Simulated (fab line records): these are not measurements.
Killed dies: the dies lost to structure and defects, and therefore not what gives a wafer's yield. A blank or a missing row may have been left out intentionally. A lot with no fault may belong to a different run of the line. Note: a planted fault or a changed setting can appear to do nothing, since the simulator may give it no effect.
Which tool was responsible? | flow gf180mcu | 15 lots, 45 wafers sampled, at 7 steps of a route of 602

WHAT THE GAUGES READ, wafer by wafer
GF_STI_BOW_MEAS_00. Usual: INCOMING_BOW gives -1 um (standard deviation 7).
lot  | measured    | on           | INCOMING_BOW (um) | flag
L410 | day 1 10:00 | filmMetro-03 | -20 3 -8          | 
L413 | day 2 01:02 | filmMetro-03 | -6 2 2            | 
L416 | day 2 16:04 | filmMetro-04 | -3 6 -1           | 
L418 | day 3 02:04 | filmMetro-04 | -9 -6 -2          | 
L419 | day 3 07:04 | filmMetro-02 | 10 -14 1          | 
L420 | day 3 12:00 | filmMetro-02 | -6 3 3            | 
L421 | day 3 17:00 | filmMetro-04 | 0 -1 11           | 
L423 | day 4 03:02 | filmMetro-02 | -11 -3 -6         | 
L424 | day 4 08:01 | filmMetro-02 | 8 -6 -3           | 
L425 | day 4 13:00 | filmMetro-03 | -5 -4 -2          | 
L426 | day 4 18:00 | filmMetro-02 | -10 -11 11        | 
L429 | day 5 09:02 | filmMetro-04 | -6 2 -4           | 
L430 | day 5 14:00 | filmMetro-03 | -1 6 -3           | 
L431 | day 5 19:01 | filmMetro-04 | 4 12 1            | 
L432 | day 6 00:02 | filmMetro-03 | 1 -4 11           | 

GF_NWELL_TW_MEAS_11. Usual: NWELL_TW gives 1577 (standard deviation 19).
lot  | measured    | on           | NWELL_TW       | flag
L410 | day 3 06:59 | filmMetro-01 | 1606 1602 1600 | 
L413 | day 4 00:30 | filmMetro-03 | 1587 1586 1590 | 
L416 | day 4 15:43 | filmMetro-03 | 1591 1589 1589 | 
L418 | day 5 01:04 | filmMetro-04 | 1829 1816 1815 | OFF
L419 | day 5 06:43 | filmMetro-01 | 1850 1856 1841 | OFF
L420 | day 5 18:29 | filmMetro-04 | 1828 1819 1819 | OFF
L421 | day 6 03:42 | filmMetro-04 | 1531 1546 1549 | 
L423 | day 6 11:42 | filmMetro-03 | 1592 1589 1592 | 
L424 | day 6 19:05 | filmMetro-03 | 1591 1593 1585 | 
L425 | day 6 22:42 | filmMetro-01 | 1591 1591 1581 | 
L426 | day 7 04:02 | filmMetro-01 | 1586 1587 1586 | 
L429 | day 7 16:15 | filmMetro-04 | 1539 1548 1536 | 
L430 | day 7 21:50 | filmMetro-03 | 1587 1582 1586 | 
L431 | day 8 02:15 | filmMetro-03 | 1595 1582 1580 | 
L432 | day 8 07:58 | filmMetro-03 | 1599 1592 1590 | 

GF_LVPWELL_TW_MEAS_11. Usual: LVPWELL_TW gives 561 (standard deviation 6.6).
lot  | measured    | on           | LVPWELL_TW     | flag
L410 | day 3 20:20 | filmMetro-01 | 568 566 569    | 
L413 | day 4 13:46 | filmMetro-01 | 566 565 568    | 
L416 | day 5 05:56 | filmMetro-03 | 563 564 565    | 
L418 | day 5 14:44 | filmMetro-04 | 1361 1360 1366 | OFF
L419 | day 5 21:38 | filmMetro-03 | 1386 1390 1392 | OFF
L420 | day 6 09:06 | filmMetro-03 | 1386 1384 1382 | OFF
L421 | day 6 19:48 | filmMetro-04 | 544 552 547    | 
L423 | day 7 04:00 | filmMetro-03 | 566 565 565    | 
L424 | day 7 10:59 | filmMetro-03 | 566 566 566    | 
L425 | day 7 14:27 | filmMetro-03 | 570 565 566    | 
L426 | day 7 20:35 | filmMetro-03 | 569 568 564    | 
L429 | day 8 07:43 | filmMetro-03 | 566 563 564    | 
L430 | day 8 13:38 | filmMetro-01 | 562 562 562    | 
L431 | day 8 18:34 | filmMetro-03 | 565 566 567    | 
L432 | day 9 00:48 | filmMetro-03 | 564 563 564    | 

GF_MVSD_TW_MEAS_11. Usual: MVSD_TW gives 1582 (standard deviation 18).
lot  | measured    | on           | MVSD_TW        | flag
L410 | day 4 10:09 | filmMetro-03 | 1594 1589 1596 | 
L413 | day 5 03:31 | filmMetro-04 | 1554 1551 1555 | 
L416 | day 5 20:19 | filmMetro-03 | 1599 1595 1597 | 
L418 | day 6 06:35 | filmMetro-03 | 1864 1868 1861 | OFF
L419 | day 6 13:05 | filmMetro-01 | 1862 1858 1863 | OFF
L420 | day 7 00:54 | filmMetro-01 | 1854 1837 1856 | OFF
L421 | day 7 11:36 | filmMetro-03 | 1600 1603 1594 | 
L423 | day 7 20:43 | filmMetro-04 | 1551 1546 1543 | 
L424 | day 8 02:54 | filmMetro-03 | 1597 1604 1593 | 
L425 | day 8 06:41 | filmMetro-04 | 1561 1554 1568 | 
L426 | day 8 11:57 | filmMetro-03 | 1595 1600 1603 | 
L429 | day 9 00:58 | filmMetro-03 | 1593 1591 1594 | 
L430 | day 9 07:05 | filmMetro-03 | 1588 1592 1588 | 
L431 | day 9 11:18 | filmMetro-03 | 1581 1593 1589 | 
L432 | day 9 17:37 | filmMetro-01 | 1593 1602 1595 | 

GF_HV_LDD_OVL_MEAS_20. Usual: HV_LDD_01_OVL gives -0.6 nm (standard deviation 1.3).
lot  | measured     | on         | HV_LDD_01_OVL (nm) | flag
L410 | day 10 18:19 | overlay-01 | -1.3 -2.1 -0.4     | 
L413 | day 11 11:55 | overlay-01 | 0.6 0.0 -0.3       | 
L416 | day 12 14:45 | overlay-01 | 0.6 -0.1 0.5       | 
L418 | day 13 07:44 | overlay-02 | 0.0 0.9 1.1        | 
L419 | day 13 12:50 | overlay-01 | -1.3 -1.8 -2.8     | 
L420 | day 14 01:50 | overlay-01 | 1.5 0.3 0.2        | 
L421 | day 14 16:22 | overlay-02 | 0.2 0.0 -2.8       | 
L423 | day 15 06:26 | overlay-02 | 0.0 -0.5 -1.0      | 
L424 | day 15 10:34 | overlay-02 | -0.3 -1.0 -1.4     | 
L425 | day 15 20:31 | overlay-01 | -2.7 -2.0 -3.0     | 
L426 | day 16 00:49 | overlay-02 | -1.2 -2.6 -1.0     | 
L429 | day 16 17:04 | overlay-01 | -2.6 -1.8 -2.8     | 
L430 | day 17 01:28 | overlay-01 | 0.6 -0.3 0.8       | 
L431 | day 17 07:23 | overlay-01 | -1.0 0.5 -2.1      | 
L432 | day 17 16:26 | overlay-01 | -1.1 -1.1 -1.9     | 

WHAT TOOL EACH LOT RAN ON (gives the tool, then ch and the chambers of the sampled wafers, and finally the start)
lot  | GF_DNWELL_COAT_02               | GF_VT_IMPLANT_STRIP_31
L410 | lithoTrack-02 ch 0, day 2 12:27 | plasmaAsher-04 ch 0,1, day 6 20:11
L413 | lithoTrack-02 ch 0, day 3 04:03 | plasmaAsher-02 ch 0,1, day 7 15:13
L416 | lithoTrack-01 ch 0, day 3 18:50 | plasmaAsher-04 ch 0,1, day 8 10:47
L418 | lithoTrack-03, day 4 05:10      | plasmaAsher-04 ch 0,1, day 8 23:55
L419 | lithoTrack-01, day 4 09:53      | plasmaAsher-04 ch 0,1, day 9 06:55
L420 | lithoTrack-01, day 4 20:58      | plasmaAsher-03 ch 0,1, day 9 18:14
L421 | lithoTrack-01 ch 0, day 5 05:04 | plasmaAsher-02 ch 0,1, day 10 05:50
L423 | lithoTrack-03 ch 0, day 5 12:20 | plasmaAsher-03 ch 0,1, day 10 16:52
L424 | lithoTrack-02 ch 0, day 5 18:49 | plasmaAsher-03 ch 0,1, day 10 22:29
L425 | lithoTrack-03 ch 0, day 5 23:23 | plasmaAsher-04 ch 0,1, day 11 03:47
L426 | lithoTrack-03 ch 0, day 6 04:23 | plasmaAsher-02 ch 0,1, day 11 10:08
L429 | lithoTrack-02 ch 0, day 6 16:11 | plasmaAsher-03 ch 0,1, day 12 00:43
L430 | lithoTrack-03 ch 0, day 6 21:08 | plasmaAsher-03 ch 0,1, day 12 08:14
L431 | lithoTrack-03 ch 0, day 7 01:55 | plasmaAsher-02 ch 0,1, day 12 11:38
L432 | lithoTrack-01 ch 0, day 7 08:28 | plasmaAsher-02 ch 0,1, day 12 20:10
- GF_DNWELL_COAT_02: resist thk 3000 nm.
- GF_VT_IMPLANT_STRIP_31: strips in O2/N2.

AS READ BY THE TOOLS THEMSELVES (means over the sampled wafers that have a number; for cases with no such wafer, the mark the record gives instead)
GF_DNWELL_COAT_02. Usual: chillPlateTempC 22.98 C, standard deviation 0.098; dispensePressureKPa 48 kPa, standard deviation 4.5.
lot  | tool          | chillPlateTempC (C) | dispensePressureKPa (kPa) | flag
L410 | lithoTrack-02 | 22.96               | 41                        | 
L413 | lithoTrack-02 | 22.96               | 41                        | 
L416 | lithoTrack-01 | 22.90               | 50                        | 
L418 | lithoTrack-03 | -                   | -                         | OFF
L419 | lithoTrack-01 | -                   | -                         | OFF
L420 | lithoTrack-01 | -                   | -                         | OFF
L421 | lithoTrack-01 | 22.84               | 50                        | 
L423 | lithoTrack-03 | 22.93               | 52                        | 
L424 | lithoTrack-02 | 22.93               | 41                        | 
L425 | lithoTrack-03 | 22.87               | 52                        | 
L426 | lithoTrack-03 | 22.96               | 52                        | 
L429 | lithoTrack-02 | 23.03               | 41                        | 
L430 | lithoTrack-03 | 23.02               | 52                        | 
L431 | lithoTrack-03 | 23.15               | 52                        | 
L432 | lithoTrack-01 | 23.06               | 50                        | 

GF_VT_IMPLANT_STRIP_31. Usual: drypumpMotorCurrentA 6.0 A, standard deviation 0.41; heaterPowerW 358 W, standard deviation 37; oesProductAu 0.716 a.u., standard deviation 0.0043; stripTimeToEndpointS 12.72 s, standard deviation 0.037.
lot  | tool           | drypumpMotorCurrentA (A) | heaterPowerW (W) | oesProductAu (a.u.) | stripTimeToEndpointS (s) | flag
L410 | plasmaAsher-04 | 6.1                      | 318              | 0.713               | 12.71                    | 
L413 | plasmaAsher-02 | 6.3                      | 400              | 0.716               | 12.72                    | 
L416 | plasmaAsher-04 | 6.2                      | 320              | 0.715               | 12.65                    | 
L418 | plasmaAsher-04 | 6.1                      | 318              | 0.717               | 12.72                    | 
L419 | plasmaAsher-04 | 6.1                      | 313              | 0.718               | 12.68                    | 
L420 | plasmaAsher-03 | 5.8                      | 342              | 0.715               | 12.72                    | 
L421 | plasmaAsher-02 | 6.2                      | 402              | 0.714               | 12.76                    | 
L423 | plasmaAsher-03 | 5.8                      | 341              | 0.716               | 12.70                    | 
L424 | plasmaAsher-03 | 5.5                      | 350              | 0.715               | 12.68                    | 
L425 | plasmaAsher-04 | 6.2                      | 323              | 0.717               | 12.70                    | 
L426 | plasmaAsher-02 | 6.3                      | 407              | 0.717               | 12.73                    | 
L429 | plasmaAsher-03 | 5.5                      | 350              | 0.721               | 12.70                    | 
L430 | plasmaAsher-03 | 5.8                      | 341              | 0.718               | 12.67                    | 
L431 | plasmaAsher-02 | 6.2                      | 397              | 0.715               | 12.69                    | 
L432 | plasmaAsher-02 | 6.4                      | 401              | 0.715               | 12.77                    | 

THE ANSWER, worked out from the rows above alone
Rule: a lot is off if the mean of its wafers that have a number lies more than 3 standard deviations from the usual mean. Also off: a lot with no number at a reading for which 4 or more lots have one. Any other lot the step has rows for is counted as sound. After the gauges, taken in route order, come the tools' own readings; for these a lot's mean is taken, as printed above. The first step at which some lot is off is used, and at that step the reading that is off furthest; a lot without a number counts as furthest.
Off: at GF_NWELL_TW_MEAS_11 (NWELL_TW), L418, L419, L420.
A tool fits if, at a process step before that reading, it ran every lot that is off, and no sound lot after the first of them. Not tried: the gauges at GF_NWELL_TW_MEAS_11; whatever is off there is also off at GF_DNWELL_COAT_02, on other tools, and gauge error can't account for it. Not one of the candidates tried fits.

WHAT HAD BEEN PUT IN BY THE SIMULATOR
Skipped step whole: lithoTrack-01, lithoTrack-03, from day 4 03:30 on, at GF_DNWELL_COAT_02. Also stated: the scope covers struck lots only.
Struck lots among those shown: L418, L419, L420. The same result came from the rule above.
